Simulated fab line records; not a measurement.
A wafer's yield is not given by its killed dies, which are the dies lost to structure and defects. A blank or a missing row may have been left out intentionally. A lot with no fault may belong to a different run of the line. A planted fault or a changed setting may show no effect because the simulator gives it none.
fab line records	flow gf180mcu
record lots=5	wafers=15	last_day=33
route steps=602 shown POLY_GATE@163 HV_LDD@176
lots untouched by any fault: they come from a run of this same line in which no faults occurred
start_h: hours from the record's opening day to when the first of the lot's shown wafers began	wait_h: hours from the lot's prior step to this one	" the same as in the row above	L1.1+2: a single row standing in for several wafers	- no value present, or no start provided	* or withheld: withheld	< > ~ a bound
route shown NAME@n: names a module that has steps shown in the file, with the first one's number in the route	usual: average and standard deviation across the fault-free wafers	same: alike in all rows	chamber/n: place in a boat	sites: per-site readings	_std_site: standard deviation of those values	_edge_site: inner sites' mean taken away from outer sites' mean	radius_mm: how far each site lies from the wafer's centre	mask NAME#n: copy n	behind: the tool/chamber that last shaped the wafer	hold: reason for holding the lot/hours on hold/outcome of the hold	device: which transistor (n, p or np) failed to switch	end of line: tests run on the same wafers once the route is complete	where a step has no rows: the recipe by itself	killed: the dies lost at the first sort to structure and to defects; this is not the yield of the wafer	map: a wafer's dies, marking killed ones x, the rest . and places with no die _
set.NAME: the setting as run; set.NAME@STEP: as run at that earlier step	model.NAME: the simulator's own value behind a step, which no gauge read
lots seen at some steps along the route; tables by step, rows by wafer
services: from which hour (start_h, from the record's first day; less than 0 if before it) a tool's chamber was out of use, for how many hours, and why
## steps
# step GF_POLY_GATE_SOFTBAKE_06
# recipe temp_c=130	time_s=60	resist=KrF
# usual heater_power_total_W=93.05/0.053	plate_temp_C=129.98/0.14
lot.wafer	tool	chamber	start_h	wait_h	heater_power_total_W	plate_temp_C
L080.3	litho_track-04	0	-	-	93.01	130.18
L080.5	"	0	"	"	93.13	130.10
L080.6	"	0	"	"	93.13	130.34
L082.1	litho_track-04	0	-	-	93.03	130.25
L082.3	"	0	"	"	93.14	130.17
L082.4	"	0	"	"	93.05	129.95
L083.1	litho_track-03	0	-	-	93.08	130.21
L083.3	"	0	"	"	93.14	129.85
L083.4	"	0	"	"	93.04	129.98
L084.2	litho_track-03	0	-	-	93.06	129.69
L084.4	"	0	"	"	92.97	129.93
L084.5	"	0	"	"	92.94	129.75
L093.4	litho_track-01	0	-	-	92.99	129.93
L093.5	"	0	"	"	93.11	130.11
L093.6	"	0	"	"	93.03	130.04
# step GF_POLY_GATE_EXPOSE_07
# recipe mask_id=Poly2	target_cd_nm=280	na=0.68	source_shape=conventional	sigma_outer=0.6	dose_mj=28
lot.wafer	tool	chamber	start_h	wait_h	mask
L080.3+5+6	krf_scanner-01	0	-	-	Poly2#0
L082.1+3+4	krf_scanner-02	0	-	-	Poly2#0
L083.1+3+4	krf_scanner-02	0	-	-	Poly2#0
L084.2+4+5	krf_scanner-02	0	-	-	Poly2#0
L093.4+5+6	krf_scanner-01	0	-	-	Poly2#0
# step GF_POLY_GATE_PEB_08
# recipe peb_temp_c=135	peb_time_s=90	resist=KrF
# usual heater_power_total_W=85.69/0.085	plate_temp_C=135.00/0.12
lot.wafer	tool	chamber	start_h	wait_h	heater_power_total_W	plate_temp_C
L080.3	litho_track-01	0	-	-	85.70	134.95
L080.5	"	0	"	"	85.80	135.10
L080.6	"	0	"	"	85.68	135.11
L082.1	litho_track-03	0	-	-	85.55	134.90
L082.3	"	0	"	"	85.81	134.90
L082.4	"	0	"	"	85.61	134.83
L083.1	litho_track-01	0	-	-	85.70	134.94
L083.3	"	0	"	"	85.76	134.86
L083.4	"	0	"	"	85.61	135.19
L084.2	litho_track-03	0	-	-	85.91	135.00
L084.4	"	0	"	"	85.69	135.17
L084.5	"	0	"	"	85.73	135.21
L093.4	litho_track-01	0	-	-	85.82	134.95
L093.5	"	0	"	"	85.70	135.07
L093.6	"	0	"	"	85.76	135.13
# step GF_POLY_GATE_DEVELOP_09
# recipe develop_time_s=60	resist=KrF	dev_temp_c=21
lot.wafer	tool	chamber	start_h	wait_h
L080.3+5+6	litho_track-01	0	236.45	0.1
L082.1+3+4	litho_track-03	0	254.47	0.2
L083.1+3+4	litho_track-01	0	259.89	0.2
L084.2+4+5	litho_track-03	0	266.64	0.2
L093.4+5+6	litho_track-01	0	331.87	0.1
# step GF_POLY_GATE_CD_MEAS_10
# recipe target_cd_nm=280
# usual cd_nm=280.1/1.2
lot.wafer	tool	chamber	start_h	wait_h	cd_nm
L080.3	cd_sem-02	-	236.59	0.1	281.0
L080.5	"	-	"	"	280.7
L080.6	"	-	"	"	281.3
L082.1	cd_sem-01	-	254.62	0.1	277.8
L082.3	"	-	"	"	279.6
L082.4	"	-	"	"	278.8
L083.1	cd_sem-01	-	260.04	0.1	280.3
L083.3	"	-	"	"	281.8
L083.4	"	-	"	"	281.8
L084.2	cd_sem-01	-	266.79	0.1	280.9
L084.4	"	-	"	"	279.8
L084.5	"	-	"	"	279.9
L093.4	cd_sem-01	-	332.00	0.1	280.3
L093.5	"	-	"	"	280.4
L093.6	"	-	"	"	280.3
# step GF_POLY_GATE_OVL_MEAS_11
# usual POLY_GATE_OVL=-1/5.1
lot.wafer	tool	chamber	start_h	wait_h	POLY_GATE_OVL[nm]
L080.3	overlay-02	-	236.68	0.1	-7
L080.5	"	-	"	"	-6
L080.6	"	-	"	"	-4
L082.1	overlay-02	-	254.74	0.1	-1
L082.3	"	-	"	"	-6
L082.4	"	-	"	"	-6
L083.1	overlay-01	-	260.16	0.1	12
L083.3	"	-	"	"	10
L083.4	"	-	"	"	-3
L084.2	overlay-02	-	266.90	0.1	-2
L084.4	"	-	"	"	-2
L084.5	"	-	"	"	10
L093.4	overlay-02	-	332.08	0.1	5
L093.5	"	-	"	"	3
L093.6	"	-	"	"	5
# step GF_POLY_GATE_ETCH_12
# recipe chemistry=N2/H2	target_depth_a=withheld	overetch_a=withheld	time_s=withheld	target=BARC	ion_energy_ev=200	source_w=500	bias_w=100	pressure_mtorr=30	n2_flow_sccm=100	h2_flow_sccm=200
# usual drypump_motor_current_A=5.6/0.34	oes_product_au=0.735/0.0051	throttle_valve_pct=13.214/0.0091
lot.wafer	tool	chamber	start_h	wait_h	drypump_motor_current_A	oes_product_au	throttle_valve_pct
L080.3	rie_diel-01	3	236.70	0.0	5.6	0.742	13.216
L080.5	"	0	"	"	4.8	0.732	13.211
L080.6	"	1	"	"	5.4	0.733	13.202
L082.1	rie_diel-04	3	254.78	0.0	5.5	0.734	13.229
L082.3	"	2	"	"	5.4	0.744	13.222
L082.4	"	0	"	"	5.7	0.731	13.191
L083.1	rie_diel-01	3	260.20	0.0	5.6	0.733	13.211
L083.3	"	0	"	"	4.8	0.737	13.213
L083.4	"	1	"	"	5.4	0.735	13.211
L084.2	rie_diel-02	1	266.93	0.0	6.0	0.730	13.229
L084.4	"	2	"	"	5.2	0.740	13.207
L084.5	"	0	"	"	5.7	0.730	13.200
L093.4	rie_diel-04	3	332.10	0.0	5.5	0.731	13.203
L093.5	"	0	"	"	5.7	0.740	13.204
L093.6	"	3	"	"	5.5	0.736	13.217
# step GF_POLY_GATE_ETCH_13
# recipe target=poly-Si	target_depth_nm=198.5	stop_on=SiO2	over_etch_frac=0.403	chemistry=HBr/Cl2	icp_w=400	bias_w=100	pressure_mtorr=10	HBr_flow_sccm=150	Cl2_flow_sccm=50	time_s=69.6
# usual drypump_motor_current_A=5.8/0.61	oes_product_au=0.987/0.0057	throttle_valve_pct=33.685/0.0098
lot.wafer	tool	chamber	start_h	wait_h	drypump_motor_current_A	oes_product_au	rf_hours_counter_h	throttle_valve_pct
L080.3	rie_si-01	2	236.75	-	5.9	0.984	2	33.686
L080.5	"	0	"	"	4.8	0.995	-	33.685
L080.6	"	3	"	"	6.2	0.992	-	33.698
L082.1	rie_si-02	2	254.83	-	5.1	0.987	65	33.689
L082.3	"	0	"	"	5.6	0.983	2	33.684
L082.4	"	0	"	"	5.7	0.995	-	33.684
L083.1	rie_si-02	2	260.25	-	5.1	0.995	65	33.675
L083.3	"	0	"	"	5.6	0.991	2	33.692
L083.4	"	1	"	"	5.6	1.002	0	33.680
L084.2	rie_si-02	1	266.98	-	5.6	0.994	0	33.676
L084.4	"	0	"	"	5.6	0.982	2	33.683
L084.5	"	1	"	"	5.6	0.993	-	33.687
L093.4	rie_si-02	0	332.15	-	5.7	0.991	2	33.684
L093.5	"	0	"	"	5.7	0.980	-	33.684
L093.6	"	3	"	"	6.5	0.995	-	33.679
# step GF_POLY_GATE_STRIP_14
# recipe chemistry=O2/N2	power_w=1400	pressure_mtorr=1500	platen_temp_c=250	o2_flow_sccm=3000	n2_flow_sccm=300	overash_fraction=0.5
# usual drypump_motor_current_A=6.0/0.31	heater_power_w=320/30	oes_product_au=0.505/0.0048
lot.wafer	tool	chamber	start_h	wait_h	drypump_motor_current_A	heater_power_w	oes_product_au	rf_hours_counter_h
L080.3	plasma_asher-03	1	236.84	0.1	6.1	338	0.501	-
L080.5	"	1	"	"	6.1	332	0.504	-
L080.6	"	0	"	"	6.1	368	0.509	-
L082.1	plasma_asher-02	1	254.88	0.0	5.5	342	0.504	55
L082.3	"	0	"	"	6.3	292	0.504	-
L082.4	"	1	"	"	5.5	336	0.505	-
L083.1	plasma_asher-02	1	260.31	0.0	5.5	332	0.505	56
L083.3	"	1	"	"	5.5	339	0.509	-
L083.4	"	0	"	"	6.3	302	0.514	-
L084.2	plasma_asher-02	1	267.03	0.0	5.5	335	0.503	56
L084.4	"	1	"	"	5.5	331	0.504	-
L084.5	"	1	"	"	5.5	329	0.502	-
L093.4	plasma_asher-02	1	332.24	0.1	5.5	331	0.503	-
L093.5	"	1	"	"	5.5	327	0.498	-
L093.6	"	0	"	"	6.2	302	0.501	-
# step GF_POLY_GATE_CLEAN_15
# recipe chemistry=SC1/SC2	mix=1:4:20	temp_c=70	time_s=150	dry=n2_spin
# usual temp_c=69.99/0.13
lot.wafer	tool	chamber	start_h	wait_h	temp_c
L080.3	wet_bench-04	0	236.91	0.0	70.25
L080.5	"	0	"	"	70.05
L080.6	"	0	"	"	70.07
L082.1	wet_bench-03	3	254.98	0.1	70.09
L082.3	"	3	"	"	70.05
L082.4	"	3	"	"	70.05
L083.1	wet_bench-03	2	260.41	0.1	69.93
L083.3	"	2	"	"	69.78
L083.4	"	2	"	"	69.82
L084.2	wet_bench-04	1	267.13	0.1	70.25
L084.4	"	1	"	"	70.12
L084.5	"	1	"	"	70.21
L093.4	wet_bench-03	3	332.31	0.0	70.18
L093.5	"	3	"	"	70.15
L093.6	"	3	"	"	70.17
# step GF_POLY_GATE_OXIDATION_16
# recipe temp_c=850	ambient=O2	stabilise_s=600	purge_s=300	target_thk_a=40	ox_time_s=899
# usual spike_tc_bottom_C=870.9/1.6	spike_tc_lower_C=850.3/1.2	spike_tc_top_C=859.8/1.8	zone_power_upper_pct=15.21/0.19
# same ox_time_s=899
lot.wafer	tool	chamber	start_h	wait_h	spike_tc_bottom_C	spike_tc_lower_C	spike_tc_top_C	zone_power_upper_pct
L080.3	furnace-02	0	236.96	0.0	871.8	850.3	861.4	15.19
L080.5	"	0	"	"	873.4	851.1	863.1	15.37
L080.6	"	0	"	"	873.3	850.2	861.0	15.27
L082.1	furnace-02	0	255.03	0.0	871.0	851.1	860.9	15.17
L082.3	"	0	"	"	872.1	852.8	860.6	15.43
L082.4	"	0	"	"	870.6	851.7	860.0	15.27
L083.1	furnace-01	0	260.98	0.5	871.2	849.7	858.0	15.23
L083.3	"	0	"	"	870.7	849.7	860.6	15.27
L083.4	"	0	"	"	870.3	848.6	857.7	15.04
L084.2	furnace-02	0	267.19	0.0	873.0	850.3	861.5	15.11
L084.4	"	0	"	"	871.6	850.0	860.9	14.92
L084.5	"	0	"	"	873.2	852.4	860.9	15.30
L093.4	furnace-01	0	332.36	0.0	870.7	848.3	858.8	15.09
L093.5	"	0	"	"	870.6	850.1	859.5	15.06
L093.6	"	0	"	"	869.1	850.3	857.4	15.13
# step GF_POLY_GATE_THK_MEAS_17
# recipe reads=SiO2_of_POLY_GATE_OXIDATION_16
# usual POLY_GATE_OXIDATION_THK=3.99/0.072
lot.wafer	tool	chamber	start_h	wait_h	POLY_GATE_OXIDATION_THK[nm]
L080.3	film_metro-03	-	238.23	0.0	4.00
L080.5	"	-	"	"	4.02
L080.6	"	-	"	"	3.97
L082.1	film_metro-03	-	256.28	0.0	3.85
L082.3	"	-	"	"	3.83
L082.4	"	-	"	"	3.91
L083.1	film_metro-03	-	262.23	0.0	4.04
L083.3	"	-	"	"	4.04
L083.4	"	-	"	"	4.03
L084.2	film_metro-03	-	268.45	0.0	4.13
L084.4	"	-	"	"	3.92
L084.5	"	-	"	"	4.08
L093.4	film_metro-02	-	333.64	0.0	3.99
L093.5	"	-	"	"	3.97
L093.6	"	-	"	"	3.99
# step GF_POLY_GATE_CD_MEAS_18
# usual cd_nm=279.5/1.5
lot.wafer	tool	chamber	start_h	wait_h	cd_nm
L080.3	cd_sem-01	-	238.32	0.1	281.4
L080.5	"	-	"	"	279.7
L080.6	"	-	"	"	280.2
L082.1	cd_sem-01	-	256.34	0.1	277.5
L082.3	"	-	"	"	280.3
L082.4	"	-	"	"	278.9
L083.1	cd_sem-01	-	262.32	0.1	279.4
L083.3	"	-	"	"	281.9
L083.4	"	-	"	"	281.0
L084.2	cd_sem-02	-	268.52	0.1	280.7
L084.4	"	-	"	"	280.2
L084.5	"	-	"	"	279.1
L093.4	cd_sem-01	-	333.76	0.1	279.9
L093.5	"	-	"	"	282.2
L093.6	"	-	"	"	279.7
# step GF_HV_LDD_DEHYDRATE_00
# recipe temp_c=200	time_s=60
# usual heater_power_total_W=160.37/0.12	plate_temp_C=200.00/0.15
lot.wafer	tool	chamber	start_h	wait_h	heater_power_total_W	plate_temp_C
L080.3	litho_track-02	0	247.12	8.8	160.36	199.90
L080.5	"	0	"	"	160.24	199.83
L080.6	"	0	"	"	160.56	200.03
L082.1	litho_track-01	0	265.69	9.3	160.50	199.86
L082.3	"	0	"	"	160.54	199.84
L082.4	"	0	"	"	160.33	199.79
L083.1	litho_track-02	0	271.67	9.3	160.36	200.06
L083.3	"	0	"	"	160.31	200.05
L083.4	"	0	"	"	160.58	200.24
L084.2	litho_track-01	0	277.02	8.5	160.30	200.08
L084.4	"	0	"	"	160.52	200.17
L084.5	"	0	"	"	160.19	199.92
L093.4	litho_track-02	0	343.69	9.9	160.32	199.91
L093.5	"	0	"	"	160.48	199.92
L093.6	"	0	"	"	160.29	199.82
# step GF_HV_LDD_HMDS_01
# recipe prime_time_s=60	prime_temp_c=120
lot.wafer	tool	chamber	start_h	wait_h
L080.3+5+6	litho_track-02	0	247.27	0.1
L082.1+3+4	litho_track-01	0	265.84	0.1
L083.1+3+4	litho_track-02	0	271.82	0.1
L084.2+4+5	litho_track-01	0	277.17	0.1
L093.4+5+6	litho_track-02	0	343.84	0.1
# step GF_HV_LDD_COAT_02
# recipe resist=NOVOLAK	spin_rpm=3000	resist_thk_nm=1000
lot.wafer	tool	chamber	start_h	wait_h
L080.3+5+6	litho_track-02	0	247.42	0.1
L082.1+3+4	litho_track-01	0	265.99	0.1
L083.1+3+4	litho_track-02	0	271.97	0.1
L084.2+4+5	litho_track-01	0	277.32	0.1
L093.4+5+6	litho_track-02	0	343.99	0.1
# step GF_HV_LDD_SOFTBAKE_03
# recipe temp_c=90	time_s=60	resist=NOVOLAK
# usual heater_power_total_W=56.60/0.049	plate_temp_C=90.03/0.14
lot.wafer	tool	chamber	start_h	wait_h	heater_power_total_W	plate_temp_C
L080.3	litho_track-02	0	247.57	0.1	56.49	90.11
L080.5	"	0	"	"	56.69	90.23
L080.6	"	0	"	"	56.54	90.05
L082.1	litho_track-01	0	266.14	0.1	56.59	90.23
L082.3	"	0	"	"	56.59	90.23
L082.4	"	0	"	"	56.62	90.22
L083.1	litho_track-02	0	272.12	0.1	56.60	89.90
L083.3	"	0	"	"	56.57	89.78
L083.4	"	0	"	"	56.63	89.89
L084.2	litho_track-01	0	277.47	0.1	56.64	90.03
L084.4	"	0	"	"	56.69	89.90
L084.5	"	0	"	"	56.65	89.94
L093.4	litho_track-02	0	344.14	0.1	56.63	89.82
L093.5	"	0	"	"	56.63	90.06
L093.6	"	0	"	"	56.65	89.84
# step GF_HV_LDD_EXPOSE_04
# recipe mask_id=Nplus_LV_AREA	target_cd_nm=400	na=0.6	source_shape=conventional	sigma_outer=0.6	dose_mj=140
lot.wafer	tool	chamber	start_h	wait_h	mask
L080.3+5+6	iline_stepper-01	0	-	-	Nplus_LV_AREA#0
L082.1+3+4	iline_stepper-01	0	-	-	Nplus_LV_AREA#0
L083.1+3+4	iline_stepper-01	0	-	-	Nplus_LV_AREA#0
L084.2+4+5	iline_stepper-02	0	-	-	Nplus_LV_AREA#0
L093.4+5+6	iline_stepper-02	0	-	-	Nplus_LV_AREA#0
# step GF_HV_LDD_PEB_05
# recipe temp_c=withheld	time_s=*	resist=NOVOLAK
lot.wafer	tool	chamber	start_h	wait_h
L080.3+5+6	litho_track-01	0	-	-
L082.1+3+4	litho_track-04	0	-	-
L083.1+3+4	litho_track-04	0	-	-
L084.2+4+5	litho_track-04	0	-	-
L093.4+5+6	litho_track-02	0	-	-
# step GF_HV_LDD_DEVELOP_06
# recipe develop_time_s=60	dev_temp_c=23
lot.wafer	tool	chamber	start_h	wait_h
L080.3+5+6	litho_track-01	0	256.45	0.1
L082.1+3+4	litho_track-04	0	275.80	0.1
L083.1+3+4	litho_track-04	0	281.30	0.1
L084.2+4+5	litho_track-04	0	287.98	0.1
L093.4+5+6	litho_track-02	0	354.89	0.1
# step GF_HV_LDD_CD_MEAS_07
# recipe target_cd_nm=400
# usual cd_nm=400.7/2.5
lot.wafer	tool	chamber	start_h	wait_h	cd_nm
L080.3	cd_sem-02	-	256.59	0.1	398.7
L080.5	"	-	"	"	399.9
L080.6	"	-	"	"	401.1
L082.1	cd_sem-01	-	275.95	0.1	402.8
L082.3	"	-	"	"	402.0
L082.4	"	-	"	"	405.1
L083.1	cd_sem-02	-	281.45	0.1	402.9
L083.3	"	-	"	"	403.0
L083.4	"	-	"	"	401.9
L084.2	cd_sem-02	-	288.12	0.1	400.1
L084.4	"	-	"	"	399.6
L084.5	"	-	"	"	400.1
L093.4	cd_sem-02	-	355.03	0.1	397.4
L093.5	"	-	"	"	394.5
L093.6	"	-	"	"	396.2
# step GF_HV_LDD_OVL_MEAS_08
# usual HV_LDD_OVL=1.4/1.7
lot.wafer	tool	chamber	start_h	wait_h	HV_LDD_OVL[nm]
L080.3	overlay-01	-	256.68	0.1	3.0
L080.5	"	-	"	"	1.1
L080.6	"	-	"	"	1.9
L082.1	overlay-01	-	276.07	0.1	3.2
L082.3	"	-	"	"	3.9
L082.4	"	-	"	"	5.3
L083.1	overlay-01	-	281.57	0.1	1.6
L083.3	"	-	"	"	3.8
L083.4	"	-	"	"	2.6
L084.2	overlay-01	-	288.23	0.1	1.1
L084.4	"	-	"	"	2.1
L084.5	"	-	"	"	2.0
L093.4	overlay-01	-	355.10	0.1	0.7
L093.5	"	-	"	"	-0.2
L093.6	"	-	"	"	0.3
# step GF_HV_LDD_IMPLANT_09
# recipe species=As	energy_kev=40	dose_cm2=1e+14	tilt_deg=7
# usual beam_energy_keV=40.002/0.013
lot.wafer	tool	chamber	start_h	wait_h	beam_energy_keV
L080.3	implanter-01	0	256.75	0.1	40.007
L080.5	"	0	"	"	39.982
L080.6	"	0	"	"	39.980
L082.1	implanter-02	0	276.11	0.0	39.997
L082.3	"	0	"	"	39.984
L082.4	"	0	"	"	39.988
L083.1	implanter-01	0	281.61	0.0	39.992
L083.3	"	0	"	"	39.986
L083.4	"	0	"	"	40.012
L084.2	implanter-04	0	288.28	0.0	40.016
L084.4	"	0	"	"	40.022
L084.5	"	0	"	"	39.998
L093.4	implanter-04	0	355.20	0.1	40.017
L093.5	"	0	"	"	39.988
L093.6	"	0	"	"	39.992
# step GF_HV_LDD_STRIP_10
# recipe chemistry=O2/N2	power_w=1400	pressure_mtorr=1500	platen_temp_c=250	o2_flow_sccm=3000	n2_flow_sccm=300	overash_fraction=0.5
# usual drypump_motor_current_A=6.19/0.19	heater_power_w=322/29	oes_product_au=0.716/0.0043	strip_time_to_endpoint_s=12.61/0.031
lot.wafer	tool	chamber	start_h	wait_h	drypump_motor_current_A	heater_power_w	oes_product_au	rf_hours_counter_h	strip_time_to_endpoint_s
L080.3	plasma_asher-01	1	256.88	0.1	6.03	309	0.720	-	12.54
L080.5	"	1	"	"	6.02	309	0.715	-	12.57
L080.6	"	0	"	"	6.51	312	0.721	-	12.58
L082.1	plasma_asher-01	0	276.26	0.1	6.45	321	0.712	51	12.63
L082.3	"	0	"	"	6.47	319	0.712	-	12.62
L082.4	"	1	"	"	6.03	314	0.715	-	12.64
L083.1	plasma_asher-01	1	281.76	0.1	6.03	311	0.713	51	12.61
L083.3	"	1	"	"	6.06	318	0.718	-	12.63
L083.4	"	0	"	"	6.53	317	0.714	-	12.64
L084.2	plasma_asher-01	1	288.41	0.1	6.01	311	0.713	52	12.57
L084.4	"	1	"	"	6.02	312	0.710	-	12.61
L084.5	"	1	"	"	6.05	306	0.709	-	12.61
L093.4	plasma_asher-03	1	355.31	0.1	6.15	344	0.717	-	12.67
L093.5	"	1	"	"	6.13	332	0.717	-	12.60
L093.6	"	0	"	"	6.15	362	0.720	-	12.60
# step GF_HV_LDD_TW_MEAS_11
# usual HV_LDD_TW=2412/22
lot.wafer	tool	chamber	start_h	wait_h	HV_LDD_TW
L080.3	film_metro-02	-	256.97	0.1	2418
L080.5	"	-	"	"	2411
L080.6	"	-	"	"	2422
L082.1	film_metro-01	-	276.36	0.1	2438
L082.3	"	-	"	"	2441
L082.4	"	-	"	"	2434
L083.1	film_metro-02	-	281.86	0.1	2388
L083.3	"	-	"	"	2405
L083.4	"	-	"	"	2398
L084.2	film_metro-02	-	288.52	0.1	2402
L084.4	"	-	"	"	2396
L084.5	"	-	"	"	2401
L093.4	film_metro-02	-	355.40	0.1	2398
L093.5	"	-	"	"	2403
L093.6	"	-	"	"	2411
# step GF_HV_LDD_DEHYDRATE_12
# recipe temp_c=200	time_s=60
# usual heater_power_total_W=160.40/0.12	plate_temp_C=199.97/0.16
lot.wafer	tool	chamber	start_h	wait_h	heater_power_total_W	plate_temp_C
L080.3	litho_track-01	0	266.34	9.4	160.42	200.18
L080.5	"	0	"	"	160.52	200.26
L080.6	"	0	"	"	160.36	200.23
L082.1	litho_track-01	0	284.89	8.5	160.38	200.02
L082.3	"	0	"	"	160.15	200.19
L082.4	"	0	"	"	160.55	200.14
L083.1	litho_track-01	0	290.99	9.1	160.44	199.68
L083.3	"	0	"	"	160.45	199.74
L083.4	"	0	"	"	160.38	199.83
L084.2	litho_track-04	0	297.68	9.1	160.35	200.08
L084.4	"	0	"	"	160.57	199.86
L084.5	"	0	"	"	160.53	200.03
L093.4	litho_track-04	0	366.37	11.0	160.41	199.98
L093.5	"	0	"	"	160.19	199.72
L093.6	"	0	"	"	160.51	199.92
## services
tool	chamber	start_h	hours	kind
iline_stepper-02	-	207.89	2.1	pm
plasma_asher-02	-	222.63	0.7	repair
krf_scanner-01	-	228.39	1.0	pm
furnace-01	-	229.64	4.0	pm
rie_diel-04	-	238.95	14.6	pm
krf_scanner-01	-	245.41	1.3	pm
implanter-04	-	245.93	0.7	repair
implanter-01	-	264.17	3.2	repair
implanter-04	-	268.07	0.8	repair
krf_scanner-02	-	273.25	1.3	pm
plasma_asher-03	-	285.69	6.2	repair
rie_diel-04	0	290.75	23.2	repair
iline_stepper-01	-	290.76	1.2	repair
implanter-01	-	291.23	9.8	repair
furnace-02	-	294.80	3.3	pm
rie_si-02	3	298.18	5.1	repair
iline_stepper-01	-	301.74	7.3	repair
rie_diel-01	1	304.77	11.6	repair
iline_stepper-01	-	334.73	1.7	pm
rie_si-02	2	336.27	3.7	repair
furnace-02	-	343.59	3.2	repair
plasma_asher-01	-	346.73	9.7	repair
iline_stepper-01	-	352.78	5.5	repair
krf_scanner-02	-	358.75	1.0	pm
## key
fault none
